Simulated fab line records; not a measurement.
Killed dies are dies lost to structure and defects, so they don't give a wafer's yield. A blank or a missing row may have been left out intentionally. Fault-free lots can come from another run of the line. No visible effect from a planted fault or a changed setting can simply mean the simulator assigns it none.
Which tool was responsible? ; flow gf180mcu ; 72 wafers from 24 lots sampled at 6 of the route's 602 steps

== WHAT EACH GAUGE READ, for each wafer ==
GF_V2_CD_MEAS_14: target cd 260 nm. Usual: cd_nm at 260.1 nm, with a standard deviation of 1.2.
lot;measured;on;cd_nm (nm);flag
L074;day 20 17:42;cd_sem-02;260.3 260.1 260.3;
L075;day 20 23:33;cd_sem-02;261.2 260.3 261.1;
L076;day 21 06:08;cd_sem-02;259.5 261.2 260.4;
L077;day 22 00:32;cd_sem-02;260.2 259.8 259.7;
L078;day 22 12:11;cd_sem-01;260.5 261.2 260.6;
L079;day 22 23:35;cd_sem-01;258.5 258.3 257.7;
L080;day 23 07:38;cd_sem-01;260.3 260.1 260.5;
L081;day 23 19:21;cd_sem-01;258.5 258.5 257.2;
L082;day 23 19:29;cd_sem-02;259.3 259.3 259.0;
L083;day 24 01:26;cd_sem-02;261.5 261.5 261.1;
L084;day 25 01:39;cd_sem-01;259.6 259.9 259.9;
L085;day 25 01:59;cd_sem-02;262.1 261.6 262.9;
L086;day 25 06:05;cd_sem-02;259.4 259.4 258.9;
L087;day 25 11:16;cd_sem-01;259.5 257.5 257.5;
L088;day 25 23:04;cd_sem-01;259.3 260.6 260.0;
L089;day 26 04:41;cd_sem-01;261.1 261.7 261.5;
L090;day 26 22:22;cd_sem-01;261.0 261.9 260.2;
L091;day 26 23:03;cd_sem-02;262.7 261.2 262.1;
L092;day 27 01:42;cd_sem-01;258.1 259.3 259.4;
L093;day 27 07:09;cd_sem-01;260.9 259.6 261.2;
L094;day 27 18:38;cd_sem-02;260.4 261.5 261.5;
L095;day 28 00:03;cd_sem-02;260.3 262.9 261.0;
L096;day 28 19:08;cd_sem-02;260.0 260.2 259.3;
L097;day 28 20:28;cd_sem-02;258.4 258.7 258.6;

GF_V3_CD_MEAS_14: target cd 260 nm. Usual: cd_nm at 260.0 nm, with a standard deviation of 1.2.
lot;measured;on;cd_nm (nm);flag
L074;day 22 19:38;cd_sem-01;258.1 258.8 259.5;
L075;day 23 02:28;cd_sem-02;260.8 257.1 259.9;
L076;day 23 08:59;cd_sem-02;260.3 261.5 261.1;
L077;day 24 01:59;cd_sem-01;261.0 261.5 261.7;
L078;day 25 00:52;cd_sem-02;260.0 260.1 259.9;
L079;day 25 02:20;cd_sem-01;260.6 260.9 259.3;
L080;day 25 06:43;cd_sem-02;261.1 259.8 259.6;
L081;day 25 18:10;cd_sem-02;258.8 259.5 258.4;
L082;day 25 21:29;cd_sem-02;260.4 260.0 260.3;
L083;day 25 23:22;cd_sem-02;258.3 258.3 259.7;
L084;day 26 23:49;cd_sem-01;259.6 260.1 259.7;
L085;day 27 00:10;cd_sem-02;260.3 261.0 261.2;
L086;day 27 06:20;cd_sem-02;258.8 260.4 259.1;
L087;day 27 08:39;cd_sem-01;258.4 259.9 259.6;
L088;day 27 19:21;cd_sem-02;261.9 262.0 261.2;
L089;day 28 01:49;cd_sem-02;261.6 261.0 262.7;
L090;day 28 17:24;cd_sem-01;261.8 261.5 260.3;
L091;day 28 19:23;cd_sem-02;261.5 262.7 260.2;
L092;day 28 21:41;cd_sem-02;259.1 260.2 260.5;
L093;day 29 02:41;cd_sem-02;258.3 258.7 258.4;
L094;day 29 13:20;cd_sem-02;259.8 259.8 257.9;
L095;day 29 18:29;cd_sem-01;259.7 258.8 257.6;
L096;day 30 11:37;cd_sem-01;261.4 262.1 261.5;
L097;day 30 13:57;cd_sem-02;259.3 259.6 261.2;

GF_PASSIVATION_BOW_MEAS_14. Usual: PASSIVATION_BOW gives 140 um (standard deviation 12).
lot;measured;on;PASSIVATION_BOW (um);flag
L074;day 29 16:14;film_metro-01;159 145 152;
L075;day 29 19:22;film_metro-03;141 142 128;
L076;day 29 23:26;film_metro-03;130 114 130;
L077;day 30 15:51;film_metro-02;157 154 157;
L078;day 31 05:20;film_metro-01;137 138 146;
L079;day 31 09:26;film_metro-01;131 127 130;
L080;day 31 14:08;film_metro-03;130 120 128;
L081;day 31 21:54;film_metro-02;122 116 111;
L082;day 32 00:11;film_metro-03;139 136 132;
L083;day 32 01:31;film_metro-01;125 116 120;
L084;day 32 23:07;film_metro-02;151 130 146;
L085;day 33 00:35;film_metro-02;138 152 153;
L086;day 33 06:29;film_metro-03;154 156 158;
L087;day 33 06:42;film_metro-02;126 136 136;
L088;day 33 12:41;film_metro-03;155 155 148;
L089;day 33 20:26;film_metro-01;148 154 155;
L090;day 34 07:26;film_metro-02;154 150 161;
L091;day 34 09:39;film_metro-01;150 140 152;
L092;day 34 12:55;film_metro-02;134 134 131;
L093;day 34 17:11;film_metro-03;154 162 158;
L094;day 34 23:07;film_metro-03;143 147 141;
L095;day 35 06:04;film_metro-03;143 133 134;
L096;day 35 16:14;film_metro-01;145 131 136;
L097;day 35 18:06;film_metro-03;129 136 133;

== EACH LOT AND THE TOOL THAT RAN IT (in order: tool; ch and the chambers of the sampled wafers; start) ==
lot;GF_V3_ETCH_17;GF_MIM_SPUTTER_02;GF_V5_CVD_23
L074;rie_diel-01 ch 0,2,3, day 25 04:21 or earlier;pvd_sputter-04, day 25 04:21;cvd_w-02 ch 0,1, day 27 21:21
L075;rie_diel-03 ch 2,3, day 25 06:09 or earlier;pvd_sputter-04, day 25 06:09;cvd_w-02 ch 0,1, day 28 00:12
L076;rie_diel-01 ch 0,1, day 25 09:11 or earlier;pvd_sputter-02, day 25 09:11;cvd_w-01 ch 0,1, day 28 04:26
L077;rie_diel-01 ch 1,3, day 26 04:02 or earlier;pvd_sputter-02, day 26 04:02;cvd_w-01 ch 0,1, day 28 22:20
L078;rie_diel-01 ch 0,3, day 27 00:19 or earlier;pvd_sputter-04, day 27 00:19;cvd_w-02 ch 0,1, day 29 13:25
L079;rie_diel-01 ch 1,2, day 27 02:27 or earlier;pvd_sputter-01, day 27 02:27;cvd_w-02 ch 0,1, day 29 16:54
L080;rie_diel-01 ch 0,3, day 27 06:07 or earlier;pvd_sputter-02, day 27 06:07;cvd_w-02 ch 0,1, day 29 21:10
L081;rie_diel-04 ch 0,2,3, day 27 16:10 or earlier;pvd_sputter-04, day 27 16:10;cvd_w-01 ch 0,1, day 30 05:32
L082;rie_diel-01 ch 0,2,3, day 27 20:01 or earlier;pvd_sputter-02, day 27 20:01;cvd_w-01 ch 1, day 30 08:49
L083;rie_diel-04 ch 2,3, day 27 21:38 or earlier;pvd_sputter-02, day 27 21:38;cvd_w-02 ch 0,1, day 30 10:28
L084;rie_diel-03 ch 2,3, day 28 21:08 or earlier;pvd_sputter-04, day 28 21:08;cvd_w-01 ch 0,1, day 31 09:02
L085;rie_diel-01 ch 0,1,2, day 28 21:39 or earlier;pvd_sputter-04, day 28 21:39;cvd_w-02 ch 0,1, day 31 10:01
L086;rie_diel-03 ch 1,2, day 29 04:01 or earlier;pvd_sputter-02, day 29 04:01;cvd_w-01 ch 1, day 31 16:04
L087;rie_diel-04 ch 0,2, day 29 05:04 or earlier;pvd_sputter-04, day 29 05:04;cvd_w-02 ch 0, day 31 16:29
L088;rie_diel-04 ch 0,1,2, day 29 14:49 or earlier;pvd_sputter-02, day 29 14:49;cvd_w-02 ch 0, day 31 23:50
L089;rie_diel-03 ch 0,2,3, day 29 22:10 or earlier;pvd_sputter-01, day 29 22:10;cvd_w-02 ch 0,1, day 32 07:40
L090;rie_diel-01 ch 0,1,2, day 30 13:19 or earlier;pvd_sputter-01, day 30 13:19;cvd_w-02 ch 0,1, day 32 19:54
L091;rie_diel-03 ch 0,1, day 30 15:07 or earlier;pvd_sputter-01, day 30 15:07;cvd_w-02 ch 0,1, day 32 23:20
L092;rie_diel-04 ch 0,1,2, day 30 17:50 or earlier;pvd_sputter-01, day 30 17:50;cvd_w-01 ch 0,1, day 33 01:23
L093;rie_diel-03 ch 0,1,3, day 30 21:59 or earlier;pvd_sputter-01, day 30 21:59;cvd_w-01 ch 0,1, day 33 05:35
L094;rie_diel-04 ch 1,3, day 31 06:23 or earlier;pvd_sputter-04, day 31 06:23;cvd_w-01 ch 0,1, day 33 12:50
L095;rie_diel-04 ch 1,2, day 31 12:55 or earlier;pvd_sputter-04, day 31 12:55;cvd_w-01 ch 0,1, day 33 19:26
L096;rie_diel-03 ch 0,2,3, day 32 04:11 or earlier;pvd_sputter-04, day 32 04:11;cvd_w-01 ch 0,1, day 34 08:33
L097;rie_diel-03 ch 2,3, day 32 06:42 or earlier;pvd_sputter-01, day 32 06:42;cvd_w-01 ch 0,1, day 34 09:19
- GF_V3_ETCH_17: etches SiO2 in C4F8/O2/Ar, stops on TiN, target depth 635 nm.
- GF_MIM_SPUTTER_02: material AlCu, target thk 450 nm, time 23.9 s.
- GF_V5_CVD_23: deposits W, target thk 350 nm, time 104.9 s.

== AS READ BY THE TOOLS THEMSELVES (means over the sampled wafers that have a number; for cases with no such wafer, the mark the record gives instead) ==
GF_V3_ETCH_17. Usual: oes_product_au at 0.856 a.u., with a standard deviation of 0.0047.
lot;tool;oes_product_au (a.u.);flag
L074;rie_diel-01;0.855;
L075;rie_diel-03;0.857;
L076;rie_diel-01;0.854;
L077;rie_diel-01;0.851;
L078;rie_diel-01;0.855;
L079;rie_diel-01;0.852;
L080;rie_diel-01;0.859;
L081;rie_diel-04;0.852;
L082;rie_diel-01;0.860;
L083;rie_diel-04;0.859;
L084;rie_diel-03;0.864;
L085;rie_diel-01;0.852;
L086;rie_diel-03;0.856;
L087;rie_diel-04;0.852;
L088;rie_diel-04;0.857;
L089;rie_diel-03;0.858;
L090;rie_diel-01;0.856;
L091;rie_diel-03;0.858;
L092;rie_diel-04;0.855;
L093;rie_diel-03;0.852;
L094;rie_diel-04;0.854;
L095;rie_diel-04;0.857;
L096;rie_diel-03;0.855;
L097;rie_diel-03;0.862;

GF_MIM_SPUTTER_02. Usual: throttle_valve_pct at 30.0 %, with a standard deviation of 1.4.
lot;tool;throttle_valve_pct (%);flag
L074;pvd_sputter-04;31.9;
L075;pvd_sputter-04;31.4;
L076;pvd_sputter-02;29.9;
L077;pvd_sputter-02;30.3;
L078;pvd_sputter-04;30.7;
L079;pvd_sputter-01;28.6;
L080;pvd_sputter-02;29.1;
L081;pvd_sputter-04;31.5;
L082;pvd_sputter-02;29.6;
L083;pvd_sputter-02;29.6;
L084;pvd_sputter-04;30.2;
L085;pvd_sputter-04;30.1;
L086;pvd_sputter-02;29.5;
L087;pvd_sputter-04;31.0;
L088;pvd_sputter-02;29.5;
L089;pvd_sputter-01;29.8;
L090;pvd_sputter-01;30.9;
L091;pvd_sputter-01;29.8;
L092;pvd_sputter-01;29.2;
L093;pvd_sputter-01;28.4;
L094;pvd_sputter-04;31.4;
L095;pvd_sputter-04;31.1;
L096;pvd_sputter-04;30.4;
L097;pvd_sputter-01;30.4;

GF_V5_CVD_23. Usual: heater_power_w at 873 W, with a standard deviation of 100.
lot;tool;heater_power_w (W);flag
L074;cvd_w-02;757;
L075;cvd_w-02;803;
L076;cvd_w-01;970;
L077;cvd_w-01;973;
L078;cvd_w-02;810;
L079;cvd_w-02;768;
L080;cvd_w-02;794;
L081;cvd_w-01;963;
L082;cvd_w-01;981;
L083;cvd_w-02;770;
L084;cvd_w-01;970;
L085;cvd_w-02;771;
L086;cvd_w-01;992;
L087;cvd_w-02;842;
L088;cvd_w-02;850;
L089;cvd_w-02;810;
L090;cvd_w-02;787;
L091;cvd_w-02;801;
L092;cvd_w-01;953;
L093;cvd_w-01;965;
L094;cvd_w-01;962;
L095;cvd_w-01;943;
L096;cvd_w-01;974;
L097;cvd_w-01;967;

== THE ANSWER, worked out from the rows above alone ==
Rule: a lot is off if the mean of its wafers that have a number lies more than 3 standard deviations from the usual mean. Also off: a lot with no number at a reading for which 4 or more lots have one. Any other lot the step has rows for is counted as sound. First the gauges in route order, then the tools' own readings, where a lot's mean is used as printed above. The first step at which some lot is off is used, and at that step the reading that is off furthest; a lot without a number counts as furthest.
Across all readings shown, no lot is off: no conclusion can be drawn from this.

== WHAT HAD BEEN PUT IN BY THE SIMULATOR ==
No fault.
